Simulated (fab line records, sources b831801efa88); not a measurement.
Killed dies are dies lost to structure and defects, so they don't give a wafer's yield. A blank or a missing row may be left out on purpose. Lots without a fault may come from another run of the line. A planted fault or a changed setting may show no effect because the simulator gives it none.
fab line records | flow gf180mcu
record lots=12 wafers=36 last_day=34
route steps=602 shown M4@456 V4@478
lots that met no fault: from a run of the same line without faults
start_h: hours from the record's first day to the start of the lot's first wafer shown | wait_h: hours since the lot's step before | " the same as in the row above | L1.1+2: a row that stands for several wafers | - no value, or no start given | * or withheld: withheld | < > ~ a bound
route shown NAME@n: a module of which the file shows steps, and the number in the route of the first | usual: mean/standard deviation of fault-free wafers | same: alike in all rows | chamber/n: place in a boat | sites: the reading at each site | _std_site: their standard deviation | _edge_site: outer sites' mean less inner sites' | radius_mm: how far each site lies from the wafer's centre | mask NAME#n: copy n | behind: the tool/chamber that last shaped the wafer | hold: why the lot was held/for how many hours/how that ended | device: the transistor (n, p or np) that didn't switch | end of line: the same wafers' tests at the end of the route | a step without rows: its recipe alone | killed: dies lost to structure and defects at the first sort, not the wafer's yield | map: a wafer's dies, x killed, . not, _ none there
set.NAME: the setting as run; set.NAME@STEP: as run at that earlier step | model.NAME: the simulator's own value behind a step, which no gauge read
steps of the route over a sample of lots; a table a step, a row a wafer
services: from which hour (start_h, from the record's first day; less than 0 if before it) a tool's chamber was out of use, for how many hours, and why
## steps
# step GF_M4_SPUTTER_00
# recipe material=Ti target_thk_nm=37.5 arriving_ion_energy_ev=80 substrate_temp_c=200 chamber_pressure_pa=2 power_w=4000 time_s=150
# usual throttle_valve_pct=29.4/1.1
# columns lot.wafer tool chamber start_h wait_h throttle_valve_pct
L466.2 pvd_sputter-02 - 514.29 0.2 28.9
L466.4 " - " " 30.9
L466.5 " - " " 29.0
L468.1 pvd_sputter-01 - 533.82 0.2 29.2
L468.2 " - " " 30.5
L468.5 " - " " 31.7
L469.2 pvd_sputter-02 - 538.64 0.1 29.3
L469.4 " - " " 31.0
L469.6 " - " " 28.4
L470.3 pvd_sputter-02 - 545.94 0.2 29.3
L470.4 " - " " 28.3
L470.5 " - " " 29.0
L479.2 pvd_sputter-02 - 632.50 0.1 31.4
L479.3 " - " " 28.7
L479.6 " - " " 31.1
L480.2 pvd_sputter-01 - 632.67 0.1 29.4
L480.3 " - " " 31.7
L480.5 " - " " 30.3
L481.2 pvd_sputter-03 - 635.95 0.2 27.6
L481.4 " - " " 30.3
L481.5 " - " " 27.7
L482.1 pvd_sputter-03 - 645.94 0.2 28.1
L482.2 " - " " 30.1
L482.5 " - " " 30.2
L483.3 pvd_sputter-03 - 655.34 0.1 30.2
L483.4 " - " " 27.6
L483.6 " - " " 27.9
L487.3 pvd_sputter-02 - 684.42 0.1 28.3
L487.4 " - " " 30.9
L487.5 " - " " 29.2
L486.2 pvd_sputter-01 - 684.91 0.1 29.2
L486.4 " - " " 29.0
L486.6 " - " " 29.3
L488.1 pvd_sputter-01 - 704.28 0.2 29.5
L488.4 " - " " 31.8
L488.5 " - " " 28.9
# step GF_M4_SPUTTER_02
# recipe material=AlCu target_thk_nm=450 power_w=10600 time_s=23.9 chamber_pressure_pa=0.4
# usual throttle_valve_pct=29.4/1.1
# columns lot.wafer tool chamber start_h wait_h throttle_valve_pct
L466.2 pvd_sputter-02 - 514.42 0.0 29.0
L466.4 " - " " 31.1
L466.5 " - " " 29.0
L468.1 pvd_sputter-01 - 533.95 0.0 29.4
L468.2 " - " " 30.6
L468.5 " - " " 31.6
L469.2 pvd_sputter-02 - 538.77 0.0 29.2
L469.4 " - " " 31.1
L469.6 " - " " 28.4
L470.3 pvd_sputter-02 - 546.07 0.0 29.5
L470.4 " - " " 28.2
L470.5 " - " " 28.9
L479.2 pvd_sputter-02 - 632.63 0.0 30.8
L479.3 " - " " 28.9
L479.6 " - " " 31.1
L480.2 pvd_sputter-01 - 632.80 0.0 29.5
L480.3 " - " " 31.9
L480.5 " - " " 30.4
L481.2 pvd_sputter-03 - 636.08 0.0 28.0
L481.4 " - " " 30.0
L481.5 " - " " 27.7
L482.1 pvd_sputter-03 - 646.07 0.0 28.3
L482.2 " - " " 30.3
L482.5 " - " " 30.0
L483.3 pvd_sputter-03 - 655.47 0.0 30.2
L483.4 " - " " 27.6
L483.6 " - " " 28.1
L487.3 pvd_sputter-02 - 684.56 0.0 28.5
L487.4 " - " " 31.0
L487.5 " - " " 29.2
L486.2 pvd_sputter-01 - 685.04 0.0 29.4
L486.4 " - " " 28.5
L486.6 " - " " 29.4
L488.1 pvd_sputter-01 - 704.41 0.0 29.4
L488.4 " - " " 31.5
L488.5 " - " " 28.3
# step GF_V4_CVD_02
# recipe material=SiO2 target_thk_nm=850 precursor=TEOS temp_c=400 time_s=94.851 rf_w=600
# usual heater_power_w=609/80
# columns lot.wafer tool chamber start_h wait_h heater_power_w
L466.2 pecvd-03 2 538.57 0.0 684
L466.4 " 2 " " 553
L466.5 " 0 " " 662
L468.1 pecvd-03 1 557.08 0.1 615
L468.2 " 2 " " 614
L468.5 " 1 " " 510
L469.2 pecvd-03 1 562.04 0.0 527
L469.4 " 2 " " 690
L469.6 " 1 " " 579
L470.3 pecvd-03 0 568.44 0.0 680
L470.4 " 1 " " 652
L470.5 " 0 " " 532
L479.2 pecvd-01 1 653.64 0.0 604
L479.3 " 2 " " 640
L479.6 " 1 " " 473
L480.2 pecvd-04 0 654.31 0.0 596
L480.3 " 2 " " 495
L480.5 " 1 " " 721
L481.2 pecvd-01 2 657.51 0.0 769
L481.4 " 2 " " 622
L481.5 " 0 " " 612
L482.1 pecvd-03 2 667.42 0.1 607
L482.2 " 1 " " 614
L482.5 " 1 " " 657
L483.3 pecvd-04 0 675.95 0.0 521
L483.4 " 2 " " 551
L483.6 " 0 " " 556
L487.3 pecvd-03 2 703.88 0.0 682
L487.4 " 0 " " 637
L487.5 " 2 " " 713
L486.2 pecvd-04 2 704.39 0.0 565
L486.4 " 1 " " 691
L486.6 " 2 " " 434
L488.1 pecvd-03 0 723.27 0.1 539
L488.4 " 1 " " 671
L488.5 " 0 " " 583
# step GF_V4_THK_MEAS_03
# recipe reads=SiO2_of_V4_CVD_02
# usual V4_CVD_02_THK=851/9.9
# columns lot.wafer tool chamber start_h wait_h V4_CVD_02_THK[nm]
L466.2 film_metro-04 - 538.65 0.0 845
L466.4 " - " " 858
L466.5 " - " " 854
L468.1 film_metro-03 - 557.18 0.1 843
L468.2 " - " " 843
L468.5 " - " " 857
L469.2 film_metro-01 - 562.12 0.0 725
L469.4 " - " " 748
L469.6 " - " " 730
L470.3 film_metro-04 - 568.53 0.1 742
L470.4 " - " " 743
L470.5 " - " " 748
L479.2 film_metro-04 - 653.72 0.0 861
L479.3 " - " " 845
L479.6 " - " " 869
L480.2 film_metro-01 - 654.39 0.0 857
L480.3 " - " " 844
L480.5 " - " " 850
L481.2 film_metro-03 - 657.59 0.0 831
L481.4 " - " " 848
L481.5 " - " " 855
L482.1 film_metro-01 - 667.49 0.0 853
L482.2 " - " " 862
L482.5 " - " " 854
L483.3 film_metro-04 - 676.04 0.1 846
L483.4 " - " " 860
L483.6 " - " " 860
L487.3 film_metro-01 - 703.97 0.1 832
L487.4 " - " " 854
L487.5 " - " " 858
L486.2 film_metro-01 - 704.47 0.0 850
L486.4 " - " " 856
L486.6 " - " " 870
L488.1 film_metro-01 - 723.33 0.0 844
L488.4 " - " " 860
L488.5 " - " " 861
# step GF_V4_CMP_04
# recipe material=SiO2 down_force_psi=4 platen_rpm=60 pad_velocity_m_s=0.94248
# usual motor_current_A=12.1/1.2 time_to_endpoint_s=81/5.1
# columns lot.wafer tool chamber start_h wait_h motor_current_A time_to_endpoint_s
L466.4 cmp-02 2 538.75 0.1 13.5 84
L466.2 " 3 " " 12.4 79
L466.5 " 2 " " 12.5 83
L468.2 cmp-02 0 557.29 0.1 12.4 78
L468.1 " 2 " " 13.1 77
L468.5 " 0 " " 12.8 85
L469.2 cmp-02 1 562.17 0.0 11.0 32
L469.4 " 2 " " 13.2 43
L469.6 " 1 " " 11.5 37
L470.3 cmp-02 0 568.67 0.1 12.7 40
L470.4 " 1 " " 12.0 39
L470.5 " 2 " " 13.1 40
L479.3 cmp-02 1 653.77 0.0 11.3 80
L479.2 " 3 " " 12.4 88
L479.6 " 1 " " 11.0 89
L480.2 cmp-01 2 654.44 0.0 12.7 87
L480.3 " 1 " " 12.4 78
L480.5 " 3 " " 12.5 83
L481.2 cmp-02 1 657.69 0.1 11.4 73
L481.4 " 3 " " 11.8 80
L481.5 " 1 " " 11.0 83
L482.2 cmp-01 1 667.60 0.1 13.2 87
L482.1 " 3 " " 12.0 78
L482.5 " 1 " " 13.5 82
L483.4 cmp-01 0 676.08 0.0 9.1 85
L483.3 " 2 " " 12.7 89
L483.6 " 0 " " 9.1 85
L487.3 cmp-01 1 704.06 0.1 12.8 80
L487.4 " 2 " " 12.4 92
L487.5 " 1 " " 13.7 94
L486.2 cmp-02 3 704.62 0.1 12.1 78
L486.4 " 0 " " 13.5 80
L486.6 " 2 " " 12.8 82
L488.4 cmp-02 1 723.44 0.1 11.5 81
L488.1 " 3 " " 12.4 76
L488.5 " 0 " " 13.8 83
# step GF_V4_BOW_MEAS_05
# recipe mode=bow
# usual V4_BOW=135/8.7
# columns lot.wafer tool chamber start_h wait_h V4_BOW[um]
L466.2 film_metro-03 - 539.02 0.2 141
L466.4 " - " " 139
L466.5 " - " " 138
L468.1 film_metro-01 - 557.54 0.1 130
L468.2 " - " " 141
L468.5 " - " " 143
L469.2 film_metro-04 - 562.49 0.3 130
L469.4 " - " " 128
L469.6 " - " " 139
L470.3 film_metro-04 - 568.91 0.2 146
L470.4 " - " " 148
L470.5 " - " " 162
L479.2 film_metro-04 - 654.09 0.2 140
L479.3 " - " " 135
L479.6 " - " " 135
L480.2 film_metro-01 - 654.76 0.3 133
L480.3 " - " " 145
L480.5 " - " " 144
L481.2 film_metro-03 - 657.96 0.2 121
L481.4 " - " " 128
L481.5 " - " " 132
L482.1 film_metro-01 - 667.85 0.1 140
L482.2 " - " " 136
L482.5 " - " " 145
L483.3 film_metro-03 - 676.42 0.2 132
L483.4 " - " " 141
L483.6 " - " " 123
L487.3 film_metro-04 - 704.35 0.2 133
L487.4 " - " " 130
L487.5 " - " " 138
L486.2 film_metro-01 - 704.84 0.2 131
L486.4 " - " " 126
L486.6 " - " " 126
L488.1 film_metro-01 - 723.69 0.1 136
L488.4 " - " " 130
L488.5 " - " " 132
## services
# columns tool chamber start_h hours kind
pvd_sputter-02 - 497.53 7.3 repair
pvd_sputter-02 - 507.07 1.8 repair
pecvd-04 2 547.97 6.0 repair
pecvd-03 0 551.46 5.8 repair
cmp-02 - 572.00 4.0 pm
cmp-02 - 573.02 1.0 repair
cmp-01 - 576.00 5.1 pm
pecvd-03 - 582.22 3.5 repair
pvd_sputter-02 3 584.58 - consumable_replace:kit
pvd_sputter-02 3 584.58 18.0 scheduled_down
pvd_sputter-02 3 584.58 18.0 vent_cycle
pecvd-04 1 587.94 1.8 repair
pecvd-03 - 591.12 14.0 pm
pvd_sputter-03 - 595.16 1.3 repair
cmp-02 - 599.31 1.9 repair
pecvd-01 - 601.43 1.0 repair
pecvd-03 - 607.43 0.3 repair
pvd_sputter-03 - 639.34 1.7 repair
pecvd-01 2 679.33 5.7 repair
pecvd-03 - 689.31 1.2 repair
pecvd-04 - 697.07 2.8 pm
cmp-01 - 707.41 1.2 repair
cmp-02 - 715.95 0.6 repair
cmp-02 - 717.73 0.8 repair
## key
first_sign step=GF_V4_THK_MEAS_03 reading=V4_CVD_02_THK direction=down sigmas=11 usual=851 struck=739
effect step=GF_V4_CMP_04 reading=time_to_endpoint_s direction=down sigmas=8.3 usual=* struck=*
met_at GF_V4_CVD_02
struck_lots L469,L470
not_acting_at GF_M4_SPUTTER_00,GF_M4_SPUTTER_02,GF_V4_BOW_MEAS_05
onset_between 557.08 562.04
fault kind=process_parameter_drift tool=pecvd-03 chamber=- onset_h=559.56 steps=GF_V4_CVD_02 channel=target_thk_nm offset=-110.76 shape=step end_h=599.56 acts_in=these_recipes_only stated=850
